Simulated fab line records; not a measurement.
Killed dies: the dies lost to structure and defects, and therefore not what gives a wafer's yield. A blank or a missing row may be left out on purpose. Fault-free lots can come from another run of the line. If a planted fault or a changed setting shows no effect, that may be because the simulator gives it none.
What tool caused it? -- flow gf180mcu -- Sampling: 12 lots, 36 wafers, 4 of 602 route steps

== WHAT EACH GAUGE READ, for each wafer ==
GF_CONTACT_THK_MEAS_01.
lot,measured,on,CONTACT_CVD_00_THK (nm)
L885,day 14 23:07,film metro-01,297 299 297
L887,day 15 21:11,film metro-04,303 303 304
L888,day 16 05:16,film metro-01,301 298 296
L892,day 17 16:43,film metro-01,298 296 294
L900,day 20 18:00,film metro-04,296 305 302
L902,day 21 12:13,film metro-01,298 298 295
L903,day 21 17:25,film metro-01,302 299 294
L904,day 22 03:26,film metro-02,300 302 304
L905,day 22 10:26,film metro-02,297 298 301
L906,day 22 15:58,film metro-01,296 306 297

GF_CONTACT_CD_MEAS_14 targets a cd of 220 nm.
lot,measured,on,cd nm (nm)
L885,day 15 21:25,cd sem-02,220.3 219.6 220.8
L887,day 16 19:56,cd sem-02,223.1 223.1 222.7
L888,day 17 04:09,cd sem-02,219.5 217.8 219.0
L892,day 18 16:17,cd sem-02,224.0 222.6 223.0
L900,day 21 18:00,cd sem-01,221.4 220.3 219.8
L902,day 22 12:32,cd sem-02,217.4 217.5 218.4
L903,day 22 17:20,cd sem-02,217.0 217.8 218.6
L904,day 23 03:23,cd sem-01,219.8 220.3 220.4
L905,day 23 09:34,cd sem-01,218.7 220.4 220.0
L906,day 23 15:37,cd sem-02,223.1 223.3 222.8

== EACH LOT AND THE TOOL THAT RAN IT (in order: tool; ch and the chambers of the sampled wafers; start) ==
lot,GF_POLY_GATE_ETCH_13,GF_POLY_GATE_STRIP_14
L885,"rie si-01 ch 0,1,3, day 9 01:49","plasma asher-02 ch 0,1, day 9 01:53"
L887,"rie si-02 ch 0,2, day 9 18:25","plasma asher-03 ch 0,1, day 9 18:28"
L888,"rie si-02 ch 0,2,3, day 9 23:57","plasma asher-04 ch 0,1, day 10 00:01"
L892,"rie si-02 ch 0,3, day 11 07:43","plasma asher-02 ch 0,1, day 11 07:47"
L895,"rie si-01 ch 1,2, day 12 03:41","plasma asher-03 ch 0, day 12 03:44"
L896,"rie si-01 ch 0,1,2, day 12 10:13","plasma asher-02 ch 0, day 12 10:17"
L900,"rie si-01 ch 0,3, day 13 18:55","plasma asher-02 ch 0, day 13 18:59"
L902,"rie si-01 ch 0,1,3, day 14 10:03","plasma asher-03 ch 0, day 14 10:07"
L903,"rie si-02 ch 2,3, day 14 13:48","plasma asher-02 ch 0,1, day 14 13:53"
L904,"rie si-01 ch 0,2,3, day 14 23:43","plasma asher-03 ch 0,1, day 14 23:47"
L905,"rie si-01 ch 0,1,3, day 15 05:30","plasma asher-02 ch 0,1, day 15 05:34"
L906,"rie si-01 ch 0,1,3, day 15 11:51","plasma asher-04 ch 0,1, day 15 11:55"
- GF_POLY_GATE_ETCH_13: etches poly-Si in HBr/Cl2, stops on SiO2, target depth 198.5 nm, time 69.6 s.
- GF_POLY_GATE_STRIP_14: strips in O2/N2.

== AS READ BY THE TOOLS THEMSELVES (means over the sampled wafers that have a number; for cases with no such wafer, the mark the record gives instead) ==
GF_POLY_GATE_ETCH_13.
lot,tool,HBr_flow_sccm (sccm),bias w (W),drypump motor current A (A),he backside leak sccm (sccm),oes product au (a.u.),throttle valve pct (%)
L885,rie si-01,150.0,100.22,5.55,2.59,0.993,33.678
L887,rie si-02,149.6,100.47,5.78,2.62,0.984,33.692
L888,rie si-02,149.7,99.92,5.88,2.58,0.989,33.689
L892,rie si-02,149.8,99.81,6.06,2.76,0.986,33.675
L895,rie si-01,-,-,-,-,-,-
L896,rie si-01,-,-,-,-,-,-
L900,rie si-01,149.9,100.03,5.36,2.83,0.988,33.685
L902,rie si-01,149.8,100.19,5.56,2.64,0.989,33.679
L903,rie si-02,149.7,99.85,5.80,3.27,0.984,33.684
L904,rie si-01,149.6,100.25,5.63,2.60,1.006,33.680
L905,rie si-01,150.1,100.27,5.54,2.60,0.993,33.687
L906,rie si-01,149.5,100.01,5.53,2.69,1.000,33.680

GF_POLY_GATE_STRIP_14.
lot,tool,drypump motor current A (A),heater power w (W),o2 flow sccm (sccm),oes product au (a.u.)
L885,plasma asher-02,5.9,325,2996,0.503
L887,plasma asher-03,5.6,355,2996,0.507
L888,plasma asher-04,6.0,322,3005,0.503
L892,plasma asher-02,6.0,302,2999,0.505
L895,plasma asher-03,5.3,337,3003,0.542
L896,plasma asher-02,6.0,289,3011,0.546
L900,plasma asher-02,6.0,288,2981,0.504
L902,plasma asher-03,5.3,341,2994,0.507
L903,plasma asher-02,6.0,304,2998,0.501
L904,plasma asher-03,5.6,355,3006,0.509
L905,plasma asher-02,6.0,299,2997,0.503
L906,plasma asher-04,6.0,320,3001,0.506

== THE ANSWER, worked out from the rows above alone ==
Rule: the usual values come from the lots themselves. Put in order of their means at a reading, lots are off if they are a third of the lots or fewer, leave a main group of 4 or more, and stand apart from it by a gap of 3 or more times the standard deviation of the main group's means; of several such gaps the widest counts. The tables above print the reading to a certain number of digits; a main group whose means all agree to those digits is not used. A lot without any number at a reading at which 4 lots or more have one is off too. Any other lot the step has rows for is counted as sound. Order of review: gauges by route order, followed by the tools' own readings, for which a lot's mean as printed above is used. At the first step where some lot is off, the reading lying furthest off is the one used; lots without a number count as furthest.
Off: L895, L896, at GF_POLY_GATE_ETCH_13 (HBr_flow_sccm). Without a number there: L895, L896. For the main group the mean is 149.8 sccm and the standard deviation 0.18.
A tool fits if, at that step or a process step before it, it ran every lot that is off, and no sound lot after the first of them. None of those tried fits.

== WHAT THE SIMULATOR PUT IN ==
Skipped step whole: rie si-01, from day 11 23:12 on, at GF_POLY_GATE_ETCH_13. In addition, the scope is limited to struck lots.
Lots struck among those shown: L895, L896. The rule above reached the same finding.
